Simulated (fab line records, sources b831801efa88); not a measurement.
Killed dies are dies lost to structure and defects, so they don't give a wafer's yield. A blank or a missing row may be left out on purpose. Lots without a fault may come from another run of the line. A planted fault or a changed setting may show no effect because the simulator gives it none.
Problem report in the 8D (eight disciplines) form, filled by code | flow sfq_line | the parts of the form that need people (team, actions taken, sign-off) are left out

1. THE PROBLEM
thk_nm at SFQ_TRILAYER_I1_METRO_MEASURE_047 reads a mean of 214.9 nm on 4 wafers of 3 lots; wafers without a fault read 199.9 nm with a standard deviation of 0.71. That is +21 standard deviations from the usual mean.
First seen on wafer L190.3, day 18 09:10, on film_metro-04. The record holds 42 wafers of 15 lots with a number at this step. Rule for "out", or "out of limits": more than 4 standard deviations from the usual mean. The other wafers with a number count as sound.

2. WHAT IT IS AND WHAT IT IS NOT
question                    | is                             | is not
which readings at this step | thk_nm                         | -
which lots                  | L190, L191, L192               | L183, L185, L186, L196, L198, L199, L200, L201, L202, L204, L205, L206
which wafers of those lots  | L190.3, L190.6, L191.3, L192.6 | L191.2, L192.4
read on which tools         | film_metro-01, film_metro-04   | film_metro-03
when                        | from day 18 09:10              | up to then (9 sound wafers); but 29 sound wafers of L191, L192, L196, L198, L199, L200, L201, L202, L204, L205, L206 came after

3. SUSPECTS, AND WHAT RULES EACH OUT
Counting: a tool at a process step up to the reading stays a suspect if it ran every lot that is out. Sound lots after the first of them don't rule it out here, since some wafers of a struck lot are sound.
- cmp-01 at SFQ_TRILAYER_I1_CMP_CMP_046 (polishes SiO2): kept. It ran every lot that is out, first L190 (day 18 05:38); its last sound lot up to then is L186 (day 16 12:51).
Left after counting: cmp-01 at SFQ_TRILAYER_I1_CMP_CMP_046.

4. THE CAUSE (what the simulator had put in)
Process parameter drift: cmp-01, from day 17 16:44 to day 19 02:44, at SFQ_TRILAYER_I1_CMP_CMP_046. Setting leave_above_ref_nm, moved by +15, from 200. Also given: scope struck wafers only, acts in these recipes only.
Counting left only this tool.

5. THE CHAIN OF EFFECTS, in route order
Each row: a reading whose mean over the struck wafers that have a number lies more than 3 standard deviations from the usual. Only readings for which the record gives a usual standard deviation are gone through. hours: the time from each lot's start at the first step in this table that gives one to its start at this step, as a median over the lots. sigmas: the change in usual standard deviations.
hours | step                                  | reading        | usual      | on struck wafers | change | sigmas
0     | SFQ_TRILAYER_I1_METRO_MEASURE_047     | thk_nm         | 199.9 nm   | 214.9            | +15.0  | +21
159   | SFQ_TRILAYER_I1_VIA_ETCH_VIA_ETCH_052 | oes_product_au | 0.854 a.u. | 0.894            | +0.040 | +8.7
The process steps in it:
- SFQ_TRILAYER_I1_METRO_MEASURE_047
- SFQ_TRILAYER_I1_VIA_ETCH_VIA_ETCH_052: etches SiO2 in CHF3, stops on Nb, target depth 260 nm.

6. WHAT WOULD HAVE CAUGHT IT SOONER
In this record the first reading out of limits was taken at day 18 09:10, 16 hours after the fault began at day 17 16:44.
Of the tool readings at SFQ_TRILAYER_I1_CMP_CMP_046 for which the record gives a usual standard deviation, none was out on any struck wafer, so an alarm limit of 4 standard deviations on them would not have fired.
Of the lots that are out (3), L191, L192 began SFQ_TRILAYER_I1_CMP_CMP_046 on cmp-01 after day 18 09:10. A hold on the tool at that time would have spared those 2.
